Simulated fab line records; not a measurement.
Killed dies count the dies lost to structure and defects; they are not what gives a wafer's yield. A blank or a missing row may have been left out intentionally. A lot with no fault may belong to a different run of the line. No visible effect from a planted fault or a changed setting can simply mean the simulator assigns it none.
Chamber matching | flow sky130 | SKY_METAL3_ETCH_17 on rieDiel-03: 4 sister chambers
The step etches SiO2 in C4F8/O2/Ar, stops on TiN, time 3.9 s, target depth 15 nm. 8 wafers are shown with their chamber, then 8 later ones without.

## WAFERS PAIRED WITH THEIR CHAMBERS
wafer  | chamber | oesProductAu (a.u.)
L078.4 | 0       | 0.750
L085.3 | 1       | 0.760
L085.4 | 1       | 0.749
L086.1 | 0       | 0.762
L089.1 | 3       | 0.749
L089.3 | 2       | 0.753
L089.6 | 3       | 0.745
L091.3 | 2       | 0.747

## WAFERS WITH NO CHAMBER GIVEN
wafer  | oesProductAu (a.u.)
L091.4 | 0.754
L091.5 | 0.757
L097.1 | 0.762
L097.2 | 0.756
L097.3 | 0.758
L097.4 | 0.769
L097.5 | 0.757
L097.6 | 0.761

## CHAMBER TAKEN BY EACH
wafer  | from the rows above               | in truth
L091.4 | can't be placed: 1 or 0 or 2 or 3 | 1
L091.5 | can't be placed: 0 or 1 or 2 or 3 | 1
L097.1 | can't be placed: 0 or 1 or 2 or 3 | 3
L097.2 | can't be placed: 0 or 1 or 2 or 3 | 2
L097.3 | can't be placed: 0 or 1 or 2 or 3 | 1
L097.4 | can't be placed: 0 or 1 or 2 or 3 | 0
L097.5 | can't be placed: 0 or 1 or 2 or 3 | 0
L097.6 | can't be placed: 0 or 1 or 2 or 3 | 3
Placed correctly: 0 of 8. These rows do not allow placing 8 (true chamber among the candidates in 8). Wrongly placed: 0.
How it was worked out, from the rows above alone: a wafer's distance from a chamber is the root of the sum, over the readings, of the square of ((its reading less the chamber's mean) divided by the reading's scatter). If the next closest chamber is less than 2 further off than the closest, the wafer can't be placed; otherwise it belongs to the closest. Each chamber's mean is taken over the wafers shown for it. The scatter: take each reading less its chamber's mean, square it, sum over the shown wafers, divide by the number of wafers less the number of chambers, and take the root.
